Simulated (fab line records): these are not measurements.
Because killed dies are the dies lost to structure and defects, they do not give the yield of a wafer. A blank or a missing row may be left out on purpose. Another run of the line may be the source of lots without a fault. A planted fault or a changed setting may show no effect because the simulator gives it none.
Struck lot and sound lot, side by side + flow sky130 + 15 out of 708 route steps
Sound: the wafers L282.1, L282.3, L282.4. The struck wafers were L276.2, L276.3, L276.4. The cause is named last.
Order at every step that has rows: each side's tool, ch and its chambers, its first start. Under that, the readings that differ: sound wafers + struck wafers + difference of the means + sigmas: that difference in standard deviations of wafers without a fault.
alike: readings whose means differ by less than 2 such deviations, and words and numbers that are the same on both sides. not compared: withheld readings, readings that some wafer has no value for, bounds like >300 that may hide the same value, and numbers for which the record gives no deviation and whose values overlap.
Wherever a step has rows on one side only, a row that says differs or no value, or a row with sigmas, the two part there. When numbers do not overlap yet have no deviation, they are printed without sigmas and do not part them. Lack of a reading on every wafer of one side parts them only where that side has two or more wafers.

first, 5 steps without rows for these wafers: SKY_VT_ADJUST_LVTN_COAT_02 (resist thk 3000 nm); SKY_VT_ADJUST_LVTN_SOFTBAKE_03; SKY_VT_ADJUST_LVTN_EXPOSE_04 (exposes mask NWM COMPLEMENT LESS NATIVE, target cd 840 nm); SKY_VT_ADJUST_LVTN_PEB_05; SKY_VT_ADJUST_LVTN_DEVELOP_06 (develop time 60 s).
SKY_VT_ADJUST_LVTN_OVL_MEAS_07:
  struck on overlay-01, day 9 08:08; sound on overlay-01, day 11 02:04
  alike: VT_ADJUST_LVTN_OVL
then, 1 step without rows for these wafers: SKY_VT_ADJUST_LVTN_IMPLANT_08.
SKY_VT_ADJUST_LVTN_STRIP_09: strips in O2/N2.
  sound on plasma_asher-01 ch 0,1, day 11 02:14; struck on plasma_asher-02 ch 0,1, day 9 08:19
  alike: drypump_motor_current_A, oes_product_au, strip_time_to_endpoint_s
  not compared: rf_hours_counter_h
SKY_VT_ADJUST_LVTN_TW_MEAS_10:
  struck on film_metro-02, day 9 08:26; sound on film_metro-02, day 11 02:20
  alike: VT_ADJUST_LVTN_TW
then, 3 steps without rows for these wafers: SKY_VT_ADJUST_LVTN_DEHYDRATE_11 (time 60 s); SKY_VT_ADJUST_LVTN_HMDS_12 (prime time 60 s); SKY_VT_ADJUST_LVTN_COAT_13 (resist thk 1140 nm).
SKY_VT_ADJUST_LVTN_SOFTBAKE_14: time 60 s.
  sound on litho_track-04 ch 0, day 11 13:58; struck on litho_track-01 ch 0, day 9 19:26
| reading                  | sound             | struck            | difference | sigmas |
|--------------------------|-------------------|-------------------|------------|--------|
| heater_power_total_W (W) | 56.58 56.60 56.52 | 57.59 57.61 57.58 | +1.03      | +23    |
| run_length_s (s)         | 88.75 89.05 89.07 | 86.42 86.38 86.35 | -2.57      | -11    |
  alike: chill_plate_temp_C
then, 1 step without rows for these wafers: SKY_VT_ADJUST_LVTN_EXPOSE_15 (exposes mask HVN STD DERIVED, target cd 600 nm).
-- the record jumps here: 38 days lie between the struck wafers' starts before and after (it left off in module VT_ADJUST_LVTN and takes up again in module PAD_OPEN, whose first step shown is number 708 of the route) --
SKY_PAD_OPEN_PROBE_99:
  struck on prober-01, day 48 04:29; sound on prober-01, day 49 09:19
  alike: killed_at_M0_to_M3, killed_at_M4_up, killed_at_contacts, killed_at_front_end, killed_at_other, killed_dies, killed_open, killed_short

WHERE THEY PART
Within this record, at SKY_VT_ADJUST_LVTN_SOFTBAKE_14 only. Later steps at which nothing parts them and some readings are alike: SKY_PAD_OPEN_PROBE_99.

WHY: what had been put in by the simulator
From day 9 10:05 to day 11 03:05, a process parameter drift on litho_track-01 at SKY_VT_ADJUST_LVTN_SOFTBAKE_14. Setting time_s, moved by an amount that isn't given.
